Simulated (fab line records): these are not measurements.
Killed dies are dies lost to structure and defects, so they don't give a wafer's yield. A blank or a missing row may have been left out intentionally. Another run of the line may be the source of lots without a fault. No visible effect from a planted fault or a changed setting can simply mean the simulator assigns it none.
Problem report in the 8D (eight disciplines) form, filled by code	flow sky130	the parts of the form that need people (team, actions taken, sign-off) are left out

1. THE PROBLEM
Wafers with no fault read 20.000 s with a standard deviation of 0.0094, whereas overpolish run s at SKY_VIA3_CMP_24 reads a mean of 22.116 s on 1 wafer of 1 lot. That is +99 or more standard deviations from the usual mean.
The step: polishes, stops on SiO2, t overpolish 20 s, target thk 0 nm.
The first sign was on wafer L236.4 at day 43 14:59, on cmp-01. At this step, 33 wafers from 11 lots have a number in the record. The rule behind "out" and "out of limits": a value lying over 4 standard deviations away from the usual mean. All remaining wafers that have a number are taken as sound.

2. WHAT IT IS, WHAT IT ISN'T
question	is	is not
which readings at this step	overpolish run s	motor current A, time to endpoint s
which lots	L236	L225, L226, L227, L228, L238, L239, L242, L244, L245, L247
which wafers of those lots	L236.4	L236.1, L236.2
read on which tools	cmp-01	cmp-02
when	from day 43 14:59	up to then (14 sound wafers); but 18 sound wafers of L238, L239, L242, L244, L245, L247 came after

3. WHAT RULES OUT EACH SUSPECT
Counting: if a tool at a process step up to the reading ran every lot that is out, it stays a suspect. Sound lots after the first of them don't rule it out here, since some wafers of a struck lot are sound.
- cmp-01 at SKY_VIA3_CMP_24 (polishes, stops on SiO2, t overpolish 20 s, target thk 0 nm): kept. The lot that is out, L236, ran on it at day 43 14:59; the last sound lot it ran before that was L228, at day 40 18:37. Out on those wafers are its own readings of overpolish run s.
- cmp-01, SKY_VIA3_CMP_24: wafers that are out in chamber 1, sound lot-mates in chambers 0, 3.
After counting, what remains is cmp-01 at SKY_VIA3_CMP_24.

4. THE CAUSE (what the simulator had put in)
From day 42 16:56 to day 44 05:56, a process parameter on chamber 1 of cmp-01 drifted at SKY_VIA3_CMP_24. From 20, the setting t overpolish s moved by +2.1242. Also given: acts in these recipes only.
Counting left only this tool.

5. THE EFFECT CHAIN, in route order
Each row: a reading whose mean over the struck wafers that have a number lies more than 3 standard deviations from the usual. Readings are gone through only where the record gives a usual standard deviation; hours: the median, over the lots, of the time from a lot's start at the first step in this table giving one to that lot's start at this step; sigmas: the change measured in usual standard deviations.
hours	step	reading	usual	on struck wafers	change	sigmas
0	SKY_VIA3_CMP_24	overpolish run s	20.000 s	22.116	+2.116	+99 or more
The process steps in it:
- SKY_VIA3_CMP_24: polishes, stops on SiO2, t overpolish 20 s, target thk 0 nm.

6. HOW IT WOULD HAVE BEEN CAUGHT EARLIER
22 hours passed between the start of the fault at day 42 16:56 and the first reading out of limits in this record, taken at day 43 14:59.
